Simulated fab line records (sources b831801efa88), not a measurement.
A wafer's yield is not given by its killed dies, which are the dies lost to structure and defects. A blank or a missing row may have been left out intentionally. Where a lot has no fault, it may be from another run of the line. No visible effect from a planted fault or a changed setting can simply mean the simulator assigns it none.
One fault seen from 2 desks ; flow sky130 ; each desk has only its own numbers; what lay behind them comes last

== THE METROLOGY DESK ==
Lot by lot, what the gauges showed, no matter which tool ran the lot: averages of those sampled wafers that carry a number. Any lot whose mean is over 4 standard deviations away from the usual mean is out of limits and marked OUT; that distance is given in the brackets.
Columns: A = FIELD_ISO_OXIDATION_00_THK at SKY_FIELD_ISO_THK_MEAS_02, usual 12.15 nm; B = VIA2_W_RS at SKY_VIA2_RS_MEAS_22, usual 0.2562 ohm/sq; C = VIA3_HDPCVD_THK at SKY_VIA3_THK_MEAS_01, usual 1585 nm
lot;first seen here;A;B;C
L325;day 1 13:04;12.16;0.2600;1573
L326;day 1 17:26;12.30;0.2550;1582
L327;day 1 22:02;11.66;0.2568;1566
L329;day 2 07:44;12.35;0.2576;1582
L331;day 2 17:38;12.10;0.2534;1589
L332;day 2 22:50;12.23;0.2582;1592
L334;day 3 09:36;11.99;0.2575;1594
L336;day 3 19:19;12.10;0.2560;1589
L342;day 5 06:48;10.49 (-6.7) OUT;0.2543;1579
L343;day 5 06:48;10.16 (-7.9) OUT;0.2551;1590
L344;day 5 17:50;12.43;0.2559;1584
L345;day 5 17:52;12.46;0.2537;1574
L348;day 6 06:52;11.99;0.2556;1587
This desk finds L342, L343 out of limits, with the earliest case on L342 at day 5 06:48 (FIELD_ISO_OXIDATION_00_THK at SKY_FIELD_ISO_THK_MEAS_02). L325, L326, L327, L329, L331, L332, L334, L336, L344, L345, L348: within limits.

== DESK OF THE TOOL OWNER: furnace-01 ==
The tool's own readings at SKY_FIELD_ISO_OXIDATION_01 (stabilise 600 s, purge 300 s, target thk 12 nm): means of the sampled wafers that have a number, for each lot that ran on this tool. Any lot whose mean is over 4 standard deviations away from the usual mean is out of limits and marked OUT; that distance is given in the brackets.
Columns: A = zone-power-centre-pct at SKY_FIELD_ISO_OXIDATION_01, usual 16.7 %
lot;first seen here;A
L325;day 1 11:34;18.2
L326;day 1 15:55;18.3
L329;day 2 06:14;18.4
L331;day 2 16:07;18.3
L342;day 5 05:17;18.0
L343;day 5 05:17;18.4
This desk's verdict: no lot among the 6 shows anything out of limits.

== BROUGHT TOGETHER ==
An alarm was possible from the metrology desk at day 5 06:48, on L342, L343.
The tool owner's desk saw nothing out of limits.
On record at the tool owner's desk: L342, L343, within its limits.
Every lot named ran SKY_FIELD_ISO_OXIDATION_01 on furnace-01.

== WHAT HAD BEEN PUT IN BY THE SIMULATOR ==
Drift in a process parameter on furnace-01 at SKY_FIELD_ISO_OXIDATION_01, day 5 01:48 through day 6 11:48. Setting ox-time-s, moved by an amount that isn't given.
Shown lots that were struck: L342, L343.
Per desk, hours elapsed from the start of the fault to the first reading out of limits: for the metrology desk, 5.
